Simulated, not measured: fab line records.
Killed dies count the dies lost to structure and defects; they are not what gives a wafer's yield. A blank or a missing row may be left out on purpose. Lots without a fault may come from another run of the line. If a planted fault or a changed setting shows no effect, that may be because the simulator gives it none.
fab line records ; flow sky130
record lots=6; wafers=18; last-day=50
route steps=708 shown CAP2M@620 METAL4@621 PAD_OPEN@708
lots that met no fault: taken from a fault-free run of the same line
start-h: start of the lot's first displayed wafer, in hours after the record's first day ; wait-h: how many hours have passed since the lot's step before this one ; " unchanged from the row above ; L1.1+2: a single row standing in for several wafers ; - value missing, or start not given ; * or withheld: withheld ; < > ~ a bound
route shown NAME@n: names a module that has steps shown in the file, with the first one's number in the route ; usual: average and standard deviation across the fault-free wafers ; same: alike in all rows ; chamber/n: place in a boat ; sites: per-site readings ; _std_site: their standard deviation ; _edge_site: outer sites' mean less inner sites' ; radius-mm: how far each site lies from the wafer's centre ; mask NAME#n: copy n ; behind: the most recent tool/chamber to have shaped the wafer ; hold: why the lot was held/for how many hours/how that ended ; device: the transistor (n, p or np) that didn't switch ; end of line: the tests these same wafers got at the end of their route ; a step with no rows: only its recipe ; killed: at the first sort, the dies lost to defects and structure; wafer yield is something else ; map: the dies of a wafer, with x for killed, . for not killed, _ for no die there
set.NAME: setting as actually run; set.NAME@STEP: the setting as run at that earlier step ; model.NAME: the simulator's own value behind a step, which no gauge read
certain route steps with their lots: each step a table, each wafer a row
services: a tool's chamber out of use, with start hour (start-h, from the record's first day; less than 0 if before it), hours out, and reason
## steps
# step SKY_CAP2M_CLEAN_17
# recipe chemistry=O3/DIW; dry=n2-spin
# step SKY_METAL4_DEHYDRATE_05
# recipe temp-c=200; time-s=60
# step SKY_METAL4_HMDS_06
# recipe prime-time-s=60; prime-temp-c=120
# step SKY_METAL4_COAT_07
# recipe resist=BARC; temp-c=withheld; time-s=withheld; spin-rpm=3000; resist-thk-nm=60
# step SKY_METAL4_COAT_08
# recipe resist=KrF-thick; spin-rpm=3000; resist-thk-nm=1158
# step SKY_METAL4_SOFTBAKE_09
# recipe temp-c=100; time-s=90; resist=KrF-thick
# step SKY_METAL4_EXPOSE_10
# recipe mask-id=MM4; na=0.68; source-shape=annular; sigma-inner=0.4; sigma-outer=0.8; target-cd-nm=300; dose-mj=28
# step SKY_METAL4_PEB_11
# recipe peb-temp-c=withheld; peb-time-s=withheld; resist=KrF-thick
# step SKY_METAL4_DEVELOP_12
# recipe develop-time-s=60; resist=KrF-thick; dev-temp-c=21
# step SKY_METAL4_CD_MEAS_13
# recipe target-cd-nm=300
# usual cd-nm=299.8/1.5
lot.wafer;tool;chamber;start-h;wait-h;cd-nm
L327.1;cd-sem-01;-;972.23;-;301.4
L327.2;cd-sem-01;-;972.23;-;301.0
L327.4;cd-sem-01;-;972.23;-;299.9
L334.1;cd-sem-01;-;1020.83;-;297.6
L334.2;cd-sem-01;-;1020.83;-;298.6
L334.5;cd-sem-01;-;1020.83;-;299.4
L335.1;cd-sem-01;-;1025.69;-;301.0
L335.2;cd-sem-01;-;1025.69;-;302.4
L335.5;cd-sem-01;-;1025.69;-;302.8
L339.1;cd-sem-02;-;1053.78;-;297.8
L339.3;cd-sem-02;-;1053.78;-;296.3
L339.6;cd-sem-02;-;1053.78;-;297.2
L342.2;cd-sem-02;-;1073.78;-;299.7
L342.3;cd-sem-02;-;1073.78;-;299.3
L342.6;cd-sem-02;-;1073.78;-;298.5
L346.1;cd-sem-01;-;1130.76;-;297.8
L346.3;cd-sem-01;-;1130.76;-;297.8
L346.4;cd-sem-01;-;1130.76;-;298.1
# step SKY_METAL4_OVL_MEAS_14
# usual METAL4_OVL=2/5.8
lot.wafer;tool;chamber;start-h;wait-h;METAL4_OVL[nm]
L327.1;overlay-01;-;972.35;0.1;-10
L327.2;overlay-01;-;972.35;0.1;-8
L327.4;overlay-01;-;972.35;0.1;4
L334.1;overlay-02;-;1020.95;0.1;-4
L334.2;overlay-02;-;1020.95;0.1;4
L334.5;overlay-02;-;1020.95;0.1;0
L335.1;overlay-01;-;1025.81;0.1;9
L335.2;overlay-01;-;1025.81;0.1;5
L335.5;overlay-01;-;1025.81;0.1;10
L339.1;overlay-01;-;1053.90;0.1;-4
L339.3;overlay-01;-;1053.90;0.1;1
L339.6;overlay-01;-;1053.90;0.1;4
L342.2;overlay-02;-;1073.88;0.1;4
L342.3;overlay-02;-;1073.88;0.1;0
L342.6;overlay-02;-;1073.88;0.1;1
L346.1;overlay-02;-;1130.88;0.1;1
L346.3;overlay-02;-;1130.88;0.1;4
L346.4;overlay-02;-;1130.88;0.1;6
# step SKY_METAL4_DESCUM_15
# recipe chemistry=O2; source-power-w=150; bias-power-w=0; pressure-mtorr=10; temp-c=40; time-s=8
# usual drypump-motor-current-A=5.9/0.6; oes-product-au=0.998/0.011
lot.wafer;tool;chamber;start-h;wait-h;drypump-motor-current-A;oes-product-au;rf-hours-counter-h
L327.1;rie-metal-03;1;972.39;0.0;5.8;1.016;8
L327.2;rie-metal-03;0;972.39;0.0;6.3;1.014;16
L327.4;rie-metal-03;1;972.39;0.0;5.8;1.012;-
L334.1;rie-metal-01;1;1020.99;0.0;5.0;0.987;9
L334.2;rie-metal-01;0;1020.99;0.0;5.7;1.012;11
L334.5;rie-metal-01;1;1020.99;0.0;5.0;0.993;-
L335.1;rie-metal-01;0;1025.84;0.0;5.7;0.996;11
L335.2;rie-metal-01;1;1025.84;0.0;5.0;1.004;9
L335.5;rie-metal-01;1;1025.84;0.0;5.0;0.987;-
L339.1;rie-metal-02;0;1053.94;0.0;6.6;0.977;12
L339.3;rie-metal-02;0;1053.94;0.0;6.6;0.981;-
L339.6;rie-metal-02;1;1053.94;0.0;6.6;0.985;-
L342.2;rie-metal-03;0;1073.91;0.0;6.3;1.000;21
L342.3;rie-metal-03;0;1073.91;0.0;6.3;1.002;-
L342.6;rie-metal-03;0;1073.91;0.0;6.3;1.000;-
L346.1;rie-metal-01;1;1130.91;0.0;5.0;0.999;16
L346.3;rie-metal-01;1;1130.91;0.0;5.0;0.996;-
L346.4;rie-metal-01;0;1130.91;0.0;5.7;0.995;-
# step SKY_METAL4_ETCH_16
# recipe chemistry=N2/H2; target=BARC; ion-energy-ev=200; bias-w=100; pressure-mtorr=30; n2-flow-sccm=100; h2-flow-sccm=200; icp-w=500; stop-on=SiO2; time-s=88.2; target-depth-a=600
# usual drypump-motor-current-A=5.9/0.6; oes-product-au=0.626/0.0047; run-length-s=116.2/0.44; throttle-valve-pct=13.205/0.0092
lot.wafer;tool;chamber;start-h;wait-h;drypump-motor-current-A;oes-product-au;rf-hours-counter-h;run-length-s;throttle-valve-pct;model.KrF-thick_of_METAL4_COAT_08.thk-nm;model.METAL4.cd-nm
L327.1;rie-metal-03;1;972.42;0.0;5.8;0.628;8;117.1;13.203;1093;304
L327.2;rie-metal-03;0;972.42;0.0;6.3;0.627;16;116.6;13.214;1097;301.2
L327.4;rie-metal-03;1;972.42;0.0;5.8;0.620;-;116.9;13.204;1096;303.1
L334.1;rie-metal-01;1;1021.02;0.0;5.0;0.624;9;115.7;13.214;1097;296.2
L334.2;rie-metal-01;0;1021.02;0.0;5.8;0.766;11;95.5;13.193;1106;300.7
L334.5;rie-metal-01;1;1021.02;0.0;5.0;0.627;-;115.8;13.206;1095;297.2
L335.1;rie-metal-01;0;1025.87;0.0;5.7;0.621;11;115.8;13.214;1095;299.3
L335.2;rie-metal-01;1;1025.87;0.0;5.0;0.766;9;95.7;13.219;1111;305.9
L335.5;rie-metal-01;1;1025.87;0.0;5.0;0.625;-;115.9;13.214;1095;302.7
L339.1;rie-metal-02;0;1053.97;0.0;6.6;0.624;12;115.8;13.203;1097;297.5
L339.3;rie-metal-02;0;1053.97;0.0;6.6;0.621;-;115.9;13.218;1096;296.2
L339.6;rie-metal-02;1;1053.97;0.0;6.6;0.622;-;116.1;13.216;1100;301
L342.2;rie-metal-03;0;1073.94;0.0;6.3;0.629;21;116.5;13.203;1091;300
L342.3;rie-metal-03;0;1073.94;0.0;6.3;0.624;-;117.3;13.197;1097;300.6
L342.6;rie-metal-03;0;1073.94;0.0;6.3;0.630;-;116.9;13.209;1095;299.3
L346.1;rie-metal-01;1;1130.94;0.0;5.0;0.626;16;116.0;13.213;1090;296.1
L346.3;rie-metal-01;1;1130.94;0.0;5.0;0.620;-;115.9;13.202;1092;296.3
L346.4;rie-metal-01;0;1130.94;0.0;5.8;0.622;-;115.8;13.198;1089;296.1
# step SKY_METAL4_ETCH_17
# recipe target=SiO2; stop-on=TiN; chemistry=C4F8/O2/Ar; source-w=1500; bias-w=1200; pressure-mtorr=40; c4f8-flow-sccm=withheld; O2_flow_sccm=6; Ar_flow_sccm=300; time-s=3.9; target-depth-a=150
# usual oes-product-au=0.758/0.0071
lot.wafer;tool;chamber;start-h;wait-h;oes-product-au;rf-hours-counter-h;model.METAL4.cd-nm
L327.1;rie-diel-04;1;972.52;0.1;0.771;26;304
L327.2;rie-diel-04;3;972.52;0.1;0.760;21;301.5
L327.4;rie-diel-04;2;972.52;0.1;0.764;22;303.1
L334.1;rie-diel-01;3;1021.12;0.1;0.762;6;296.4
L334.2;rie-diel-01;1;1021.12;0.1;0.762;18;300.5
L334.5;rie-diel-01;1;1021.12;0.1;0.756;-;297.1
L335.1;rie-diel-02;1;1025.97;0.1;0.747;26;299.2
L335.2;rie-diel-02;3;1025.97;0.1;0.751;23;305.9
L335.5;rie-diel-02;2;1025.97;0.1;0.746;-;302.7
L339.1;rie-diel-02;3;1054.07;0.1;0.754;24;297.5
L339.3;rie-diel-02;2;1054.07;0.1;0.761;21;296.1
L339.6;rie-diel-02;2;1054.07;0.1;0.764;-;300.9
L342.2;rie-diel-02;2;1074.04;0.1;0.764;22;299.9
L342.3;rie-diel-02;3;1074.04;0.1;0.764;25;300.6
L342.6;rie-diel-02;3;1074.04;0.1;0.762;-;299.3
L346.1;rie-diel-01;1;1131.04;0.1;0.772;22;296
L346.3;rie-diel-01;0;1131.04;0.1;0.765;18;296.4
L346.4;rie-diel-01;2;1131.04;0.1;0.755;24;296
# step SKY_METAL4_METAL_ETCH_18
# recipe target-depth-a=8450; stop-on=SiO2; over-etch-frac=0.3; time-s=183.1; chemistry=Cl2/BCl3; resist-sidewall-deg=88; pressure-mtorr=10; icp-w=900; bias-w=48.5; Cl2_flow_sccm=60; bcl3-flow-sccm=30
# usual drypump-motor-current-A=6.2/0.49; oes-product-au=0.865/0.0065; run-length-s=211.2/0.43; throttle-valve-pct=22.263/0.0092
lot.wafer;tool;chamber;start-h;wait-h;drypump-motor-current-A;oes-product-au;rf-hours-counter-h;run-length-s;throttle-valve-pct
L327.1;rie-metal-01;1;972.54;0.0;5.0;0.859;7;210.6;22.259
L327.2;rie-metal-01;0;972.54;0.0;5.8;0.864;8;210.4;22.258
L327.4;rie-metal-01;0;972.54;0.0;5.7;0.862;-;210.7;22.246
L334.1;rie-metal-02;0;1021.14;0.0;6.6;0.860;10;210.7;22.267
L334.2;rie-metal-02;1;1021.14;0.0;6.6;0.869;6;210.9;22.271
L334.5;rie-metal-02;0;1021.14;0.0;6.6;0.867;-;211.1;22.270
L335.1;rie-metal-02;1;1025.99;0.0;6.6;0.875;6;211.2;22.265
L335.2;rie-metal-02;0;1025.99;0.0;6.6;0.875;11;211.6;22.245
L335.5;rie-metal-02;0;1025.99;0.0;6.6;0.854;-;211.4;22.259
L339.1;rie-metal-03;1;1054.09;0.0;5.8;0.861;12;211.6;22.256
L339.3;rie-metal-03;0;1054.09;0.0;6.3;0.860;-;212.0;22.256
L339.6;rie-metal-03;1;1054.09;0.0;5.8;0.867;-;211.9;22.276
L342.2;rie-metal-02;1;1074.06;0.0;6.5;0.866;10;211.3;22.263
L342.3;rie-metal-02;1;1074.06;0.0;6.5;0.857;-;210.9;22.262
L342.6;rie-metal-02;1;1074.06;0.0;6.5;0.865;-;210.9;22.261
L346.1;rie-metal-02;1;1131.06;0.0;6.5;0.874;15;211.6;22.247
L346.3;rie-metal-02;1;1131.06;0.0;6.6;0.871;-;211.2;22.250
L346.4;rie-metal-02;0;1131.06;0.0;6.6;0.859;-;210.8;22.269
# step SKY_PAD_OPEN_PROBE_99
# usual defect-limited-yield=82.3/2; killed_at_M0_to_M3=43/6.8; killed_at_M4_up=3.2/1.9; killed-at-contacts=24/5; killed-at-front-end=16/4.9; killed-at-other=0.4/0.76; killed-dies=87/10; killed-open=47/7.3; killed-short=39/6.2; sort_bin_3_pad_short=0.9/0.4; sort_bin_5_function=10.5/1.5; sort_bin_6_memory=6.4/1.2; sort-n-pass=405/10; sort-yield-pct=82.3/2
# same gross-dies=492; killed-at-back-side=0; sort_bin_4_leakage[%]=0; sort_bin_8_speed[%]=0
lot.wafer;tool;chamber;start-h;wait-h;defect-limited-yield[%];killed_at_M0_to_M3;killed_at_M4_up;killed-at-contacts;killed-at-front-end;killed-at-other;killed-dies;killed-open;killed-short;sort_bin_3_pad_short[%];sort_bin_5_function[%];sort_bin_6_memory[%];sort-n-pass;sort-yield-pct[%]
L334.1;prober-01;-;1110.86;0.1;79.9;43;6;25;25;0;99;52;47;0.8;11.6;7.7;393;79.9
L334.2;prober-01;-;1110.91;0.1;82.5;36;2;37;11;0;86;49;37;0.8;10.0;6.7;406;82.5
L334.5;prober-01;-;1111.06;0.2;81.1;43;4;31;14;1;93;49;44;1.8;11.2;5.9;399;81.1
L342.2;prober-01;-;1157.97;0.1;86.4;30;2;24;11;0;67;39;28;1.0;7.1;5.5;425;86.4
L342.3;prober-01;-;1158.02;0.2;85.0;36;2;23;12;1;74;39;35;1.0;8.1;5.9;418;85.0
L342.6;prober-01;-;1158.17;0.2;82.7;46;1;22;16;0;85;44;41;1.2;11.2;4.9;407;82.7
# killed by level:class
L334.1 LI_CONTACT:geometric-particle:open=11 VIA1:geometric-particle:short=9 VIA1:geometric-particle:open=8 CONTACT:geometric-particle:open=7 POLY_GATE:geometric-particle:short=6 FIELD_ISO:geometric-particle:open=5 METAL1:geometric-particle:short=5 METAL4:geometric-particle:short=5
L334.2 LI_CONTACT:geometric-particle:open=15 CONTACT:geometric-particle:open=10 VIA1:geometric-particle:open=9 METAL2:geometric-particle:short=8 LOCAL_INTERCONNECT:geometric-particle:short=6 CONTACT:geometric-particle:short=4 POLY_GATE:geometric-particle:short=4 VIA2:geometric-particle:open=4
L334.5 VIA1:geometric-particle:open=12 LI_CONTACT:geometric-particle:open=10 LOCAL_INTERCONNECT:geometric-particle:short=7 METAL2:geometric-particle:short=7 VIA2:geometric-particle:open=6 CONTACT:geometric-particle:short=5 CONTACT:geometric-particle:open=5 VIA1:geometric-particle:short=5
L342.2 VIA1:geometric-particle:open=10 CONTACT:geometric-particle:open=9 LI_CONTACT:geometric-particle:open=8 VIA3:geometric-particle:open=5 FIELD_ISO:geometric-particle:short=4 POLY_GATE:geometric-particle:short=4 METAL1:geometric-particle:short=4 CONTACT:geometric-particle:short=3
L342.3 VIA1:geometric-particle:open=12 CONTACT:geometric-particle:open=7 VIA1:geometric-particle:short=6 LI_CONTACT:geometric-particle:open=5 POLY_GATE:geometric-particle:short=4 CONTACT:geometric-particle:short=4 METAL3:geometric-particle:short=4 POLY_GATE:geometric-particle:open=3
L342.6 VIA1:geometric-particle:open=14 CONTACT:geometric-particle:open=8 METAL2:geometric-particle:short=8 VIA3:geometric-particle:open=6 CONTACT:geometric-particle:short=5 SPACER:geometric-particle:short=4 LI_CONTACT:geometric-particle:short=4 LI_CONTACT:geometric-particle:open=4
## services
tool;chamber;start-h;hours;kind
rie-diel-01;-;963.78;0.8;repair
rie-diel-04;1;979.75;9.2;repair
rie-diel-02;0;1005.96;1.2;repair
rie-metal-03;-;1023.00;19.2;repair
rie-diel-04;1;1039.30;4.3;repair
rie-metal-03;-;1050.76;0.2;repair
rie-metal-02;-;1053.13;0.3;repair
rie-diel-01;1;1058.10;4.6;repair
rie-diel-01;-;1060.23;2.8;pm
rie-diel-04;2;1060.72;6.0;repair
rie-metal-03;-;1067.54;0.6;repair
rie-diel-02;0;1070.52;6.6;repair
rie-diel-04;1;1085.85;9.9;repair
rie-metal-01;-;1093.02;2.8;pm
rie-diel-04;1;1095.73;-;clean
rie-diel-04;1;1095.73;13.1;scheduled-down
rie-diel-04;1;1095.73;13.1;vent-cycle
rie-diel-04;-;1103.65;0.3;repair
rie-metal-03;0;1106.19;-;clean
rie-metal-03;0;1106.19;18.2;scheduled-down
rie-metal-03;0;1106.19;18.2;vent-cycle
rie-diel-02;3;1110.17;19.7;repair
rie-diel-04;3;1129.79;11.0;repair
## key
first-sign step=SKY_METAL4_ETCH_16; reading=run-length-s; direction=down; sigmas=46; usual=*; struck=*
effect step=SKY_METAL4_ETCH_16; reading=oes-product-au; direction=up; sigmas=30; usual=0.626; struck=0.766
model-effect step=SKY_METAL4_ETCH_16; value=KrF-thick_of_METAL4_COAT_08.thk-nm; without=1097; struck=1108
model-effect step=SKY_METAL4_ETCH_17; value=METAL4.cd-nm; without=299.4; struck=303.2
met-at SKY_METAL4_ETCH_16
struck-wafers L334.2,L335.2
fault kind=process-parameter-drift; tool=rie-metal-01; chamber=-; onset-h=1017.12; steps=SKY_METAL4_ETCH_16; channel=time-s; offset=*; shape=step; end-h=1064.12; scope=struck-wafers-only; acts-in=*; stated=*
